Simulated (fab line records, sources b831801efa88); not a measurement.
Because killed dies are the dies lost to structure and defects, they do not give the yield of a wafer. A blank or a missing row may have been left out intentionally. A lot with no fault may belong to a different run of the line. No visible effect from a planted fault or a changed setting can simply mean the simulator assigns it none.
Tool commonality check ; flow gf180mcu ; Sampled: 12 lots, 36 wafers

## WHY THIS WAS OPENED
At GF_HV_LDD_CD_MEAS_07 the reading cd nm is flagged on 2 of 12 lots. No-fault wafers: 399.9 nm, standard deviation 2.3.
Rule: a lot is flagged in two cases, either no wafer of it has a number, or all its wafers with numbers fall more than 4 standard deviations from that mean. As for the other lots, they are considered sound.

lot;measured;on;cd nm (nm), wafer by wafer;flag
L656;day 10 00:25;cd sem-02;397.8 398.4 397.4;
L659;day 11 09:05;cd sem-01;403.6 403.1 402.9;
L660;day 11 11:47;cd sem-02;396.9 398.1 397.7;
L661;day 11 19:01;cd sem-02;400.4 400.1 399.8;
L662;day 12 00:37;cd sem-02;404.7 402.7 403.6;
L664;day 12 14:56;cd sem-01;396.3 399.2 401.4;
L669;day 14 00:35;cd sem-01;352.9 350.7 352.9;FLAGGED
L673;day 15 10:05;cd sem-02;365.5 363.3 364.3;FLAGGED
L674;day 15 13:19;cd sem-01;399.3 401.5 401.2;
L675;day 15 21:37;cd sem-01;397.3 397.6 396.2;
L677;day 16 14:13;cd sem-02;400.5 402.2 403.5;
L679;day 17 07:34;cd sem-01;399.4 398.7 400.9;
Average over the flagged lots: 358.3 nm; offset from the usual -41.6 nm, equal to -18 standard deviations.

## WHICH TOOL RAN EACH LOT
The record holds 1 process step before the reading, out of a route of 602 steps. Every cell lists first the tool, next ch and the chambers used by the sampled wafers, and last the start.
lot;flag;GF_HV_LDD_EXPOSE_04
L656;;iline stepper-01 ch 0, day 9 16:14
L659;;iline stepper-02 ch 0, day 10 23:52
L660;;iline stepper-01 ch 0, day 11 02:25
L661;;iline stepper-02 ch 0, day 11 10:03
L662;;iline stepper-02 ch 0, day 11 15:03
L664;;iline stepper-02 ch 0, day 12 05:24
L669;FLAGGED;iline stepper-02 ch 0, day 13 15:01
L673;FLAGGED;iline stepper-02 ch 0, day 14 23:35
L674;;iline stepper-01 ch 0, day 15 02:52
L675;;iline stepper-01 ch 0, day 15 11:19
L677;;iline stepper-01 ch 0, day 16 04:02
L679;;iline stepper-01 ch 0, day 16 20:55
These steps, and what they do:
- GF_HV_LDD_EXPOSE_04: exposes mask Nplus LV AREA, target cd 400 nm.
- GF_HV_LDD_CD_MEAS_07: target cd 400 nm.

## FLAGGED AGAINST TOTAL, ONE TOOL AT A TIME (gauges that did the reading follow at the end)
step;tool;lots run;flagged;share of the flagged lots;sound lots run after its first flagged lot
GF_HV_LDD_EXPOSE_04;iline stepper-01;6;0;none;-
GF_HV_LDD_EXPOSE_04;iline stepper-02;6;2;all;0
GF_HV_LDD_CD_MEAS_07;cd sem-01;6;1;some;3 (L674,L675,L679)
GF_HV_LDD_CD_MEAS_07;cd sem-02;6;1;some;1 (L677)

## THE TABLE: WHAT IT ALLOWS
In the table, 1 row covers all flagged lots: iline stepper-02 at GF_HV_LDD_EXPOSE_04.
- iline stepper-02 at GF_HV_LDD_EXPOSE_04: 2 of its 6 lots flagged. A fault beginning between L664 (day 12 05:24), its last sound lot, and L669 (day 13 15:01), its first flagged one, fits the data. Its own readings lie more than 4 standard deviations out on every wafer of the flagged lots: exposure dose mJ cm2.
One tool is left: iline stepper-02 at GF_HV_LDD_EXPOSE_04.

## WHAT WAS PUT IN BY THE SIMULATOR
Drift in process parameters on iline stepper-02 at GF_HV_LDD_EXPOSE_04, starting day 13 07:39. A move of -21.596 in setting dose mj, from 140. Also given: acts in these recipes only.
Lots struck among those shown: L669, L673. The rule given above showed the same thing.
